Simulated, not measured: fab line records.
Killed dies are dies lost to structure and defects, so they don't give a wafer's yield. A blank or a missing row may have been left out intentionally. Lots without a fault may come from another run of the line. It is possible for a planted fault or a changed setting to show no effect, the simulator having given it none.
fab line records	flow gf180mcu
record lots=24	wafers=72	lastDay=35
route steps=602 shown V1@337 M2@363 V2@386 V3@447 M4@461
lots untouched by any fault: they come from a run of this same line in which no faults occurred
startH: hours from the record's opening day to when the first of the lot's shown wafers began	waitH: hours elapsed since this lot's preceding step	" repeats the value in the row above	L1.1+2: a single row standing in for several wafers	- no value, or no start was given	* or withheld: withheld	< > ~ a bound
route shown NAME@n: names a module that has steps shown in the file, with the first one's number in the route	usual: mean/standard deviation taken from wafers without a fault	same: alike in all rows	chamber/n: place in a boat	sites: readings site by site	_std_site: the values' standard deviation	_edge_site: mean of outer sites minus mean of inner sites	radiusMm: how far each site lies from the wafer's centre	mask NAME#n: copy n	behind: tool/chamber where the wafer was last shaped	hold: what put the lot on hold/how long, in hours/how the hold closed	device: names the non-switching transistor (n, p or np)	end of line: the tests these same wafers got at the end of their route	a step with no rows: only its recipe	killed: not the wafer's yield, but the dies lost to structure and defects at the first sort	map: the dies of a wafer, with x for killed, . for not killed, _ for no die there
set.NAME: the setting as run; set.NAME@STEP: as run at that earlier step	model.NAME: the simulator's own value behind a step, which no gauge read
route steps across a sampled set of lots; one table per step, one row per wafer
services: the hour from which a tool's chamber was out of use, counted from the record's first day as startH (under 0 if before that day), plus the number of hours and why
## steps
# step GF_V1_CVD_02
# recipe material=SiO2	targetThkNm=850	precursor=TEOS	tempC=400	timeS=94.851	rfW=600
# usual heaterPowerW=635/63
lot.wafer	tool	chamber	startH	waitH	heaterPowerW
L074.1	pecvd-04	0	405.66	0.1	568
L074.2	"	1	"	"	653
L074.3	"	2	"	"	583
L075.1	pecvd-04	0	412.37	0.1	621
L075.2	"	1	"	"	631
L075.5	"	1	"	"	661
L076.1	pecvd-04	2	420.94	0.1	590
L076.2	"	0	"	"	583
L076.3	"	1	"	"	587
L077.3	pecvd-03	0	428.95	0.0	595
L077.5	"	2	"	"	703
L077.6	"	0	"	"	642
L078.3	pecvd-01	1	435.32	0.0	635
L078.5	"	1	"	"	674
L078.6	"	2	"	"	639
L079.2	pecvd-03	0	445.77	0.0	542
L079.3	"	2	"	"	708
L079.5	"	2	"	"	574
L080.1	pecvd-03	2	460.62	0.1	624
L080.3	"	0	"	"	538
L080.4	"	1	"	"	749
L081.1	pecvd-01	2	469.02	0.1	696
L081.2	"	0	"	"	709
L081.3	"	1	"	"	756
L082.3	pecvd-03	1	477.07	0.0	740
L082.5	"	1	"	"	630
L082.6	"	2	"	"	700
L083.2	pecvd-03	1	485.66	0.0	643
L083.3	"	0	"	"	611
L083.5	"	2	"	"	708
L084.2	pecvd-04	1	493.35	0.0	558
L084.3	"	2	"	"	694
L084.5	"	1	"	"	618
L085.1	pecvd-03	0	495.97	0.1	530
L085.3	"	1	"	"	612
L085.4	"	1	"	"	673
L086.3	pecvd-04	0	510.80	0.0	617
L086.5	"	0	"	"	632
L086.6	"	2	"	"	662
L087.1	pecvd-04	0	517.81	0.1	584
L087.2	"	2	"	"	584
L087.3	"	1	"	"	673
L088.1	pecvd-01	0	528.77	0.1	702
L088.2	"	1	"	"	704
L088.6	"	1	"	"	770
L089.2	pecvd-03	1	533.56	0.0	752
L089.4	"	1	"	"	763
L089.5	"	0	"	"	500
L090.1	pecvd-01	1	540.56	0.1	625
L090.3	"	0	"	"	706
L090.6	"	1	"	"	703
L091.1	pecvd-01	1	548.73	0.1	763
L091.2	"	0	"	"	656
L091.4	"	2	"	"	679
L092.1	pecvd-04	1	557.76	0.1	563
L092.2	"	2	"	"	616
L092.4	"	1	"	"	637
L093.1	pecvd-04	1	564.00	0.1	626
L093.2	"	2	"	"	548
L093.5	"	0	"	"	569
L094.1	pecvd-01	0	577.82	0.1	701
L094.4	"	0	"	"	699
L094.6	"	2	"	"	688
L095.2	pecvd-04	1	580.71	0.0	652
L095.4	"	1	"	"	526
L095.6	"	2	"	"	612
L096.2	pecvd-01	1	588.17	0.0	756
L096.3	"	0	"	"	578
L096.5	"	2	"	"	565
L097.2	pecvd-03	1	593.03	0.0	765
L097.3	"	0	"	"	559
L097.6	"	0	"	"	594
# step GF_M2_SPUTTER_01
# recipe material=TiN	targetThkNm=30	powerW=6500	timeS=25	chamberPressurePa=0.4
# usual throttleValvePct=29.9/1.1
lot.wafer	tool	chamber	startH	waitH	throttleValvePct
L074.1	pvdSputter-03	-	431.94	0.1	30.3
L074.2	"	-	"	"	27.8
L074.3	"	-	"	"	29.6
L075.1	pvdSputter-03	-	439.34	0.1	27.4
L075.2	"	-	"	"	29.7
L075.5	"	-	"	"	29.6
L076.1	pvdSputter-03	-	447.87	0.1	27.8
L076.2	"	-	"	"	29.7
L076.3	"	-	"	"	29.6
L077.3	pvdSputter-02	-	455.85	0.1	31.7
L077.5	"	-	"	"	30.8
L077.6	"	-	"	"	28.4
L078.3	pvdSputter-01	-	462.37	0.1	30.2
L078.5	"	-	"	"	30.0
L078.6	"	-	"	"	30.1
L079.2	pvdSputter-02	-	472.85	0.1	30.9
L079.3	"	-	"	"	28.8
L079.5	"	-	"	"	28.5
L080.1	pvdSputter-02	-	487.29	0.1	30.9
L080.3	"	-	"	"	31.9
L080.4	"	-	"	"	28.7
L081.1	pvdSputter-01	-	495.60	0.1	30.2
L081.2	"	-	"	"	30.5
L081.3	"	-	"	"	29.3
L082.3	pvdSputter-01	-	503.35	0.1	30.0
L082.5	"	-	"	"	29.4
L082.6	"	-	"	"	30.5
L083.2	pvdSputter-02	-	511.93	0.1	28.5
L083.3	"	-	"	"	32.2
L083.5	"	-	"	"	30.8
L084.2	pvdSputter-02	-	519.44	0.1	28.9
L084.3	"	-	"	"	32.0
L084.5	"	-	"	"	30.6
L085.1	pvdSputter-02	-	522.04	0.1	28.6
L085.3	"	-	"	"	31.9
L085.4	"	-	"	"	29.1
L086.3	pvdSputter-02	-	536.85	0.1	30.9
L086.5	"	-	"	"	30.9
L086.6	"	-	"	"	28.6
L087.1	pvdSputter-02	-	542.73	0.1	28.5
L087.2	"	-	"	"	30.8
L087.3	"	-	"	"	29.1
L088.1	pvdSputter-01	-	553.89	0.1	30.7
L088.2	"	-	"	"	29.4
L088.6	"	-	"	"	30.6
L089.2	pvdSputter-02	-	558.56	0.1	29.3
L089.4	"	-	"	"	28.7
L089.5	"	-	"	"	31.1
L090.1	pvdSputter-01	-	565.79	0.1	30.0
L090.3	"	-	"	"	30.4
L090.6	"	-	"	"	30.2
L091.1	pvdSputter-02	-	573.15	0.1	30.7
L091.2	"	-	"	"	28.5
L091.4	"	-	"	"	32.0
L092.1	pvdSputter-03	-	581.86	0.1	30.3
L092.2	"	-	"	"	29.4
L092.4	"	-	"	"	29.6
L093.1	pvdSputter-02	-	587.84	0.1	28.4
L093.2	"	-	"	"	31.9
L093.5	"	-	"	"	30.5
L094.1	pvdSputter-03	-	601.99	0.1	30.0
L094.4	"	-	"	"	29.4
L094.6	"	-	"	"	30.5
L095.2	pvdSputter-02	-	604.24	0.1	30.7
L095.4	"	-	"	"	31.8
L095.6	"	-	"	"	31.8
L096.2	pvdSputter-03	-	612.13	0.1	30.0
L096.3	"	-	"	"	29.4
L096.5	"	-	"	"	30.6
L097.2	pvdSputter-01	-	616.34	0.1	29.9
L097.3	"	-	"	"	30.3
L097.6	"	-	"	"	30.0
# step GF_V2_CMP_04
# recipe material=SiO2	downForcePsi=4	platenRpm=60	padVelocityMS=0.94248
# usual motorCurrentA=12.2/0.96	timeToEndpointS=80/4.7
lot.wafer	tool	chamber	startH	waitH	motorCurrentA	timeToEndpointS
L074.1	cmp-02	2	458.31	0.1	12.6	74
L074.3	"	0	"	"	11.5	72
L074.2	"	1	"	"	10.7	71
L075.1	cmp-02	1	465.31	0.1	11.6	77
L075.2	"	0	"	"	11.2	77
L075.5	"	2	"	"	13.0	80
L076.2	cmp-02	0	473.24	0.0	10.6	82
L076.1	"	2	"	"	13.4	78
L076.3	"	3	"	"	11.7	76
L077.3	cmp-02	3	481.49	0.0	12.9	77
L077.5	"	3	"	"	12.8	79
L077.6	"	0	"	"	11.6	91
L078.3	cmp-01	1	487.98	0.1	12.3	75
L078.6	"	3	"	"	14.0	75
L078.5	"	0	"	"	13.5	79
L079.3	cmp-02	0	497.68	0.0	11.4	76
L079.2	"	1	"	"	11.0	78
L079.5	"	0	"	"	11.4	78
L080.4	cmp-01	1	512.31	0.0	12.3	83
L080.3	"	2	"	"	11.5	78
L080.1	"	0	"	"	12.2	81
L081.1	cmp-01	0	520.80	0.1	12.2	77
L081.3	"	2	"	"	11.6	72
L081.2	"	3	"	"	13.5	70
L082.3	cmp-01	0	528.64	0.1	13.0	84
L082.5	"	2	"	"	11.6	85
L082.6	"	3	"	"	14.0	85
L083.2	cmp-02	0	536.63	0.1	11.5	78
L083.3	"	2	"	"	13.2	78
L083.5	"	1	"	"	11.1	84
L084.2	cmp-02	0	543.63	0.1	11.1	85
L084.3	"	1	"	"	11.2	82
L084.5	"	3	"	"	12.6	84
L085.3	cmp-02	0	547.14	0.0	11.5	80
L085.4	"	1	"	"	10.7	85
L085.1	"	3	"	"	13.2	82
L086.3	cmp-02	1	560.90	0.1	10.7	82
L086.6	"	0	"	"	11.3	87
L086.5	"	1	"	"	11.4	86
L087.2	cmp-02	1	566.63	0.0	10.9	81
L087.3	"	2	"	"	13.4	77
L087.1	"	3	"	"	13.3	78
L088.2	cmp-02	1	577.30	0.1	11.0	80
L088.1	"	2	"	"	14.1	73
L088.6	"	1	"	"	10.6	83
L089.4	cmp-01	3	582.84	0.1	13.0	76
L089.2	"	0	"	"	12.2	79
L089.5	"	2	"	"	11.7	76
L090.3	cmp-02	2	588.72	0.0	13.8	87
L090.1	"	0	"	"	11.6	86
L090.6	"	3	"	"	12.8	92
L091.1	cmp-02	3	596.92	0.1	12.6	77
L091.4	"	1	"	"	11.2	82
L091.2	"	2	"	"	14.5	77
L092.2	cmp-01	3	605.09	0.1	13.1	81
L092.1	"	0	"	"	12.5	84
L092.4	"	1	"	"	12.6	87
L093.2	cmp-01	3	610.33	0.1	13.3	76
L093.1	"	1	"	"	12.8	80
L093.5	"	2	"	"	11.7	80
L094.4	cmp-01	1	624.39	0.0	12.0	83
L094.1	"	0	"	"	12.4	82
L094.6	"	2	"	"	12.3	85
L095.2	cmp-02	0	627.15	0.0	11.2	70
L095.4	"	1	"	"	11.2	76
L095.6	"	1	"	"	10.5	77
L096.2	cmp-01	0	633.49	0.0	12.8	82
L096.3	"	2	"	"	10.9	77
L096.5	"	1	"	"	11.9	85
L097.2	cmp-01	1	638.73	0.1	12.3	81
L097.3	"	3	"	"	13.7	79
L097.6	"	1	"	"	12.2	87
# step GF_V3_STRIP_18
# recipe chemistry=O2/N2	powerW=1400	pressureMtorr=1500	platenTempC=250	o2FlowSccm=3000	n2FlowSccm=300	overashFraction=0.5
# usual chamberPressureMTorr=1500.0/1.4	drypumpMotorCurrentA=5.62/0.27	heaterPowerW=324/29	oesProductAu=0.592/0.0047	platenTempC=250.00/0.18
lot.wafer	tool	chamber	startH	waitH	chamberPressureMTorr	drypumpMotorCurrentA	heaterPowerW	oesProductAu	platenTempC	rfHoursCounterH
L074.1	plasmaAsher-04	0	533.25	-	1500.5	5.64	301	0.588	250.40	45
L074.2	"	1	"	"	1503.4	5.48	332	0.589	250.21	45
L074.3	"	0	"	"	1500.0	5.63	301	0.591	250.17	-
L075.1	plasmaAsher-04	0	541.21	-	1502.9	5.60	307	0.597	250.27	46
L075.2	"	1	"	"	1501.3	5.52	327	0.594	250.07	46
L075.5	"	1	"	"	1498.5	5.52	342	0.586	249.94	-
L076.1	plasmaAsher-03	1	547.67	-	1498.3	5.54	282	0.595	250.10	71
L076.2	"	0	"	"	1501.1	5.72	324	0.597	249.88	71
L076.3	"	1	"	"	1498.0	5.52	277	0.592	250.14	-
L077.3	plasmaAsher-04	0	556.29	-	1499.2	5.59	300	0.604	250.01	-
L077.5	"	1	"	"	1501.7	5.48	325	0.591	249.98	-
L077.6	"	0	"	"	1500.0	5.63	305	0.592	250.15	-
L078.3	plasmaAsher-04	1	562.44	-	1500.7	5.51	327	0.582	250.02	-
L078.5	"	0	"	"	1499.0	5.62	296	0.593	250.15	-
L078.6	"	1	"	"	1500.1	5.47	328	0.594	250.12	-
L079.2	plasmaAsher-04	1	571.48	-	1501.2	5.47	340	0.581	250.05	49
L079.3	"	1	"	"	1501.5	5.49	327	0.589	250.10	-
L079.5	"	0	"	"	1501.5	5.62	310	0.596	250.42	-
L080.1	plasmaAsher-02	1	585.17	-	1500.6	6.19	368	0.590	250.10	16
L080.3	"	0	"	"	1497.2	5.25	334	0.593	249.84	-
L080.4	"	1	"	"	1499.7	6.20	374	0.597	250.03	-
L081.1	plasmaAsher-02	0	591.20	-	1501.4	5.25	335	0.594	249.78	17
L081.2	"	1	"	"	1497.6	6.16	374	0.594	249.74	17
L081.3	"	0	"	"	1501.2	5.25	331	0.591	249.75	-
L082.3	plasmaAsher-03	0	599.54	-	1500.9	5.72	331	0.592	250.01	-
L082.5	"	0	"	"	1500.3	5.71	332	0.591	249.82	-
L082.6	"	1	"	"	1499.2	5.57	283	0.592	249.98	-
L083.2	plasmaAsher-03	1	606.25	-	1499.3	5.51	283	0.589	250.26	78
L083.3	"	1	"	"	1498.8	5.49	272	0.590	250.27	-
L083.5	"	0	"	"	1501.7	5.70	329	0.593	250.19	-
L084.2	plasmaAsher-02	0	614.37	-	1499.4	5.26	335	0.603	249.91	19
L084.3	"	1	"	"	1499.2	6.16	367	0.589	249.92	-
L084.5	"	0	"	"	1498.3	5.27	329	0.593	250.17	-
L085.1	plasmaAsher-02	0	616.46	-	1499.3	5.25	336	0.588	250.21	20
L085.3	"	1	"	"	1502.8	6.19	380	0.587	249.93	-
L085.4	"	0	"	"	1497.8	5.24	336	0.595	250.04	-
L086.3	plasmaAsher-03	1	628.90	-	1498.8	5.51	283	0.586	250.03	-
L086.5	"	1	"	"	1501.6	5.51	270	0.594	249.88	-
L086.6	"	0	"	"	1499.5	5.70	326	0.590	249.73	-
L087.1	plasmaAsher-02	1	636.01	-	1498.7	6.21	374	0.594	249.76	22
L087.2	"	0	"	"	1500.2	5.25	339	0.593	250.20	22
L087.3	"	0	"	"	1499.5	5.26	333	0.597	249.90	-
L088.1	plasmaAsher-04	0	643.21	-	1498.1	5.64	299	0.591	250.10	52
L088.2	"	1	"	"	1499.7	5.49	337	0.589	250.12	52
L088.6	"	1	"	"	1499.8	5.46	333	0.595	249.88	-
L089.2	plasmaAsher-02	1	649.01	-	1497.2	6.18	377	0.586	249.85	23
L089.4	"	1	"	"	1498.2	6.19	366	0.585	249.92	-
L089.5	"	1	"	"	1498.4	6.18	373	0.595	249.91	-
L090.1	plasmaAsher-03	0	655.66	-	1499.9	5.70	336	0.594	250.10	84
L090.3	"	0	"	"	1500.7	5.72	328	0.590	249.72	-
L090.6	"	1	"	"	1498.3	5.48	278	0.597	249.95	-
L091.1	plasmaAsher-04	1	661.91	-	1499.6	5.51	335	0.591	249.82	54
L091.2	"	0	"	"	1499.4	5.63	305	0.590	249.82	54
L091.4	"	0	"	"	1502.8	5.61	299	0.600	249.72	-
L092.1	plasmaAsher-02	1	671.26	-	1502.1	6.18	381	0.597	249.95	26
L092.2	"	0	"	"	1500.8	5.27	337	0.591	249.76	26
L092.4	"	1	"	"	1500.3	6.17	380	0.598	249.82	-
L093.1	plasmaAsher-03	0	674.95	-	1499.5	5.72	336	0.586	250.18	87
L093.2	"	1	"	"	1502.3	5.48	277	0.601	250.07	87
L093.5	"	0	"	"	1500.3	5.71	323	0.599	250.08	-
L094.1	plasmaAsher-04	1	687.16	-	1500.3	5.52	336	0.596	249.88	57
L094.4	"	1	"	"	1499.3	5.53	329	0.598	249.93	-
L094.6	"	0	"	"	1498.6	5.63	311	0.595	249.85	-
L095.2	plasmaAsher-04	1	691.07	-	1501.0	5.51	322	0.594	249.87	57
L095.4	"	1	"	"	1500.9	5.53	339	0.593	249.94	-
L095.6	"	0	"	"	1501.4	5.62	305	0.590	250.01	-
L096.2	plasmaAsher-04	0	697.11	-	1501.0	5.61	310	0.594	250.26	58
L096.3	"	0	"	"	1499.3	5.62	300	0.591	250.19	-
L096.5	"	0	"	"	1500.9	5.60	302	0.595	249.86	-
L097.2	plasmaAsher-03	1	701.26	-	1500.9	5.51	277	0.582	249.95	89
L097.3	"	1	"	"	1500.7	5.51	282	0.593	250.12	-
L097.6	"	0	"	"	1497.9	5.71	327	0.595	250.06	-
# step GF_M4_RS_MEAS_05
# recipe thkMeasGauge=four-point-probe	reads=TiN_of_M4_SPUTTER_04+Ti_of_M4_SPUTTER_03+AlCu_of_M4_SPUTTER_02+TiN_of_M4_SPUTTER_01+Ti_of_M4_SPUTTER_00
# usual M4_ALCU_RS=0.0694/0.00068
lot.wafer	tool	chamber	startH	waitH	M4_ALCU_RS[ohm/sq]
L074.1	filmMetro-02	-	534.70	0.0	0.0698
L074.2	"	-	"	"	0.0695
L074.3	"	-	"	"	0.0697
L075.1	filmMetro-02	-	542.66	0.0	0.0690
L075.2	"	-	"	"	0.0696
L075.5	"	-	"	"	0.0696
L076.1	filmMetro-02	-	549.11	0.0	0.0696
L076.2	"	-	"	"	0.0690
L076.3	"	-	"	"	0.0699
L077.3	filmMetro-02	-	557.95	0.1	0.0705
L077.5	"	-	"	"	0.0705
L077.6	"	-	"	"	0.0698
L078.3	filmMetro-01	-	563.90	0.1	0.0696
L078.5	"	-	"	"	0.0695
L078.6	"	-	"	"	0.0700
L079.2	filmMetro-03	-	572.99	0.0	0.0686
L079.3	"	-	"	"	0.0679
L079.5	"	-	"	"	0.0681
L080.1	filmMetro-03	-	586.74	0.0	0.0692
L080.3	"	-	"	"	0.0689
L080.4	"	-	"	"	0.0691
L081.1	filmMetro-02	-	592.65	0.0	0.0701
L081.2	"	-	"	"	0.0696
L081.3	"	-	"	"	0.0699
L082.3	filmMetro-03	-	601.00	0.1	0.0692
L082.5	"	-	"	"	0.0687
L082.6	"	-	"	"	0.0685
L083.2	filmMetro-03	-	607.73	0.1	0.0684
L083.3	"	-	"	"	0.0692
L083.5	"	-	"	"	0.0688
L084.2	filmMetro-02	-	615.84	0.0	0.0688
L084.3	"	-	"	"	0.0688
L084.5	"	-	"	"	0.0689
L085.1	filmMetro-03	-	617.92	0.0	0.0713
L085.3	"	-	"	"	0.0702
L085.4	"	-	"	"	0.0710
L086.3	filmMetro-03	-	630.37	0.1	0.0688
L086.5	"	-	"	"	0.0690
L086.6	"	-	"	"	0.0688
L087.1	filmMetro-02	-	637.47	0.0	0.0695
L087.2	"	-	"	"	0.0694
L087.3	"	-	"	"	0.0689
L088.1	filmMetro-03	-	644.66	0.0	0.0695
L088.2	"	-	"	"	0.0695
L088.6	"	-	"	"	0.0695
L089.2	filmMetro-02	-	650.48	0.0	0.0690
L089.4	"	-	"	"	0.0687
L089.5	"	-	"	"	0.0690
L090.1	filmMetro-02	-	657.11	0.0	0.0695
L090.3	"	-	"	"	0.0702
L090.6	"	-	"	"	0.0698
L091.1	filmMetro-03	-	663.45	0.0	0.0705
L091.2	"	-	"	"	0.0703
L091.4	"	-	"	"	0.0708
L092.1	filmMetro-03	-	672.75	0.0	0.0691
L092.2	"	-	"	"	0.0694
L092.4	"	-	"	"	0.0702
L093.1	filmMetro-03	-	676.54	0.0	0.0689
L093.2	"	-	"	"	0.0688
L093.5	"	-	"	"	0.0687
L094.1	filmMetro-03	-	688.61	0.0	0.0695
L094.4	"	-	"	"	0.0695
L094.6	"	-	"	"	0.0703
L095.2	filmMetro-03	-	692.58	0.0	0.0688
L095.4	"	-	"	"	0.0691
L095.6	"	-	"	"	0.0685
L096.2	filmMetro-02	-	698.58	0.0	0.0696
L096.3	"	-	"	"	0.0697
L096.5	"	-	"	"	0.0695
L097.2	filmMetro-03	-	702.73	0.0	0.0697
L097.3	"	-	"	"	0.0706
L097.6	"	-	"	"	0.0700
# step GF_M4_STRIP_17
# recipe chemistry=O2/N2	powerW=1400	pressureMtorr=1500	platenTempC=250	o2FlowSccm=3000	n2FlowSccm=300	overashFraction=0.5
# usual chamberPressureMTorr=1499.8/1.4	drypumpMotorCurrentA=5.6/0.35	heaterPowerW=340/33	oesProductAu=0.557/0.0047	platenTempC=249.99/0.19	stripTimeToEndpointS=7.85/0.038
lot.wafer	tool	chamber	startH	waitH	chamberPressureMTorr	drypumpMotorCurrentA	heaterPowerW	oesProductAu	platenTempC	rfHoursCounterH	stripTimeToEndpointS
L074.1	plasmaAsher-02	1	558.19	0.1	1500.9	6.2	378	0.553	249.93	13	7.86
L074.2	"	0	"	"	1499.1	5.2	338	0.553	250.17	13	7.83
L074.3	"	0	"	"	1500.8	5.2	336	0.554	249.96	-	7.80
L075.1	plasmaAsher-02	0	565.48	0.1	1496.7	5.3	336	0.565	249.96	14	7.86
L075.2	"	1	"	"	1501.3	6.2	370	0.556	249.92	14	7.82
L075.5	"	1	"	"	1497.9	6.2	376	0.554	249.80	-	7.84
L076.1	plasmaAsher-02	1	571.81	0.1	1499.0	6.2	376	0.550	249.89	14	7.81
L076.2	"	0	"	"	1502.0	5.3	336	0.557	250.09	14	7.85
L076.3	"	1	"	"	1498.3	6.2	384	0.557	249.44	-	7.88
L077.3	plasmaAsher-02	0	580.17	0.1	1502.2	5.3	332	0.547	249.84	-	7.75
L077.5	"	0	"	"	1498.9	5.3	337	0.556	249.98	-	7.78
L077.6	"	1	"	"	1502.1	6.2	376	0.558	249.83	-	7.84
L078.3	plasmaAsher-03	0	585.82	0.1	1500.1	5.8	323	0.548	250.11	-	7.84
L078.5	"	1	"	"	1502.0	5.5	281	0.550	250.10	-	7.79
L078.6	"	0	"	"	1499.5	5.7	336	0.554	249.96	-	7.89
L079.2	plasmaAsher-02	0	594.48	0.1	1498.9	5.3	331	0.558	249.96	17	7.95
L079.3	"	1	"	"	1500.0	6.2	368	0.559	249.81	-	7.89
L079.5	"	1	"	"	1500.3	6.2	363	0.556	249.89	-	7.88
L080.1	plasmaAsher-02	1	609.03	0.1	1500.2	6.2	379	0.557	249.80	19	7.83
L080.3	"	1	"	"	1501.4	6.2	378	0.570	250.03	-	7.86
L080.4	"	0	"	"	1501.2	5.2	334	0.554	250.07	-	7.86
L081.1	plasmaAsher-01	1	614.23	0.1	1500.6	5.3	319	0.565	250.04	102	7.90
L081.2	"	0	"	"	1500.4	5.6	388	0.553	249.29	102	7.95
L081.3	"	1	"	"	1497.8	5.3	323	0.562	249.95	-	7.88
L082.3	plasmaAsher-03	1	622.39	0.1	1500.5	5.5	276	0.556	249.89	-	7.84
L082.5	"	0	"	"	1499.1	5.7	337	0.562	249.85	-	7.89
L082.6	"	1	"	"	1498.9	5.5	270	0.558	249.87	-	7.88
L083.2	plasmaAsher-02	0	628.97	0.1	1500.6	5.3	328	0.560	250.13	21	7.84
L083.3	"	0	"	"	1497.7	5.3	329	0.559	250.14	-	7.84
L083.5	"	1	"	"	1502.2	6.2	368	0.553	250.09	-	7.82
L084.2	plasmaAsher-02	1	636.98	0.1	1498.7	6.2	374	0.555	250.13	22	7.78
L084.3	"	1	"	"	1499.6	6.2	374	0.561	249.82	-	7.87
L084.5	"	0	"	"	1500.2	5.2	336	0.561	249.99	-	7.81
L085.1	plasmaAsher-03	1	639.39	0.1	1498.8	5.5	281	0.566	249.97	82	7.85
L085.3	"	1	"	"	1499.0	5.5	278	0.556	250.11	-	7.86
L085.4	"	0	"	"	1498.0	5.7	331	0.566	250.01	-	7.87
L086.3	plasmaAsher-01	0	651.38	0.1	1498.6	5.6	371	0.564	249.86	-	7.91
L086.5	"	0	"	"	1499.3	5.6	383	0.558	250.12	-	7.91
L086.6	"	1	"	"	1500.0	5.3	336	0.558	249.90	-	7.82
L087.1	plasmaAsher-03	1	658.13	0.1	1497.0	5.5	283	0.558	249.92	84	7.90
L087.2	"	0	"	"	1500.7	5.7	331	0.553	250.05	84	7.93
L087.3	"	1	"	"	1497.8	5.5	283	0.556	249.95	-	7.87
L088.1	plasmaAsher-02	1	665.18	0.1	1500.5	6.2	366	0.545	250.22	25	7.84
L088.2	"	0	"	"	1502.2	5.3	337	0.556	250.07	25	7.88
L088.6	"	1	"	"	1500.3	6.2	366	0.564	250.11	-	7.85
L089.2	plasmaAsher-03	1	670.68	0.1	1500.9	5.5	279	0.560	249.91	86	7.90
L089.4	"	1	"	"	1498.7	5.6	276	0.561	249.82	-	7.84
L089.5	"	0	"	"	1501.2	5.7	330	0.555	250.02	-	7.86
L090.1	plasmaAsher-03	1	677.23	0.1	1499.2	5.5	280	0.559	249.42	87	7.78
L090.3	"	1	"	"	1501.4	5.5	281	0.556	249.70	-	7.80
L090.6	"	0	"	"	1499.8	5.7	325	0.553	250.52	-	7.78
L091.1	plasmaAsher-02	1	683.29	0.1	1502.0	6.2	370	0.559	250.14	28	7.84
L091.2	"	0	"	"	1499.9	5.3	332	0.568	250.05	28	7.86
L091.4	"	0	"	"	1497.2	5.3	338	0.557	249.93	-	7.87
L092.1	plasmaAsher-01	1	691.98	0.1	1498.3	5.3	324	0.554	249.83	109	7.81
L092.2	"	0	"	"	1501.1	5.6	378	0.552	250.05	109	7.81
L092.4	"	0	"	"	1498.3	5.6	377	0.549	249.99	-	7.83
L093.1	plasmaAsher-01	0	696.65	0.1	1498.6	5.6	385	0.558	250.04	110	7.85
L093.2	"	1	"	"	1502.2	5.3	339	0.561	250.08	110	7.85
L093.5	"	0	"	"	1499.6	5.6	379	0.555	250.23	-	7.85
L094.1	plasmaAsher-03	1	707.68	0.1	1500.0	5.6	283	0.560	249.73	90	7.86
L094.4	"	0	"	"	1500.9	5.7	332	0.565	249.71	-	7.84
L094.6	"	1	"	"	1502.9	5.6	282	0.559	249.93	-	7.83
L095.2	plasmaAsher-01	1	711.93	0.1	1500.7	5.3	331	0.564	250.31	111	7.81
L095.4	"	1	"	"	1500.7	5.3	318	0.554	250.24	-	7.79
L095.6	"	1	"	"	1498.4	5.3	324	0.555	250.30	-	7.79
L096.2	plasmaAsher-01	1	717.65	0.1	1499.2	5.3	326	0.563	249.94	112	7.91
L096.3	"	0	"	"	1499.0	5.6	374	0.552	249.72	-	7.88
L096.5	"	0	"	"	1500.1	5.6	383	0.560	250.00	-	7.89
L097.2	plasmaAsher-02	0	721.80	0.1	1502.0	5.3	343	0.558	250.22	32	7.87
L097.3	"	0	"	"	1499.2	5.3	341	0.566	250.23	-	7.91
L097.6	"	1	"	"	1502.2	6.2	376	0.553	249.93	-	7.84
## services
tool	chamber	startH	hours	kind
plasmaAsher-04	-	382.65	5.8	repair
plasmaAsher-02	-	393.14	0.5	repair
cmp-01	-	404.00	4.0	pm
cmp-02	-	417.07	1.7	repair
plasmaAsher-02	-	421.32	9.0	pm
cmp-01	-	425.60	0.6	repair
cmp-01	-	427.07	1.8	repair
cmp-01	-	478.53	3.9	pm
plasmaAsher-03	-	505.52	0.7	repair
pecvd-04	-	506.00	2.3	repair
cmp-02	-	509.85	4.0	repair
cmp-02	-	529.91	1.9	repair
plasmaAsher-04	-	580.19	28.1	pm
plasmaAsher-02	-	599.40	2.8	pm
cmp-02	-	601.98	4.0	pm
cmp-01	-	620.45	0.3	repair
plasmaAsher-04	-	626.10	16.2	repair
plasmaAsher-04	-	629.58	0.8	repair
cmp-01	-	660.39	1.3	repair
cmp-02	-	666.09	0.9	repair
pvdSputter-02	-	671.14	1.7	repair
pvdSputter-02	-	683.69	3.1	repair
cmp-01	-	707.55	0.5	repair
cmp-01	-	711.03	11.3	pm
## key
fault none
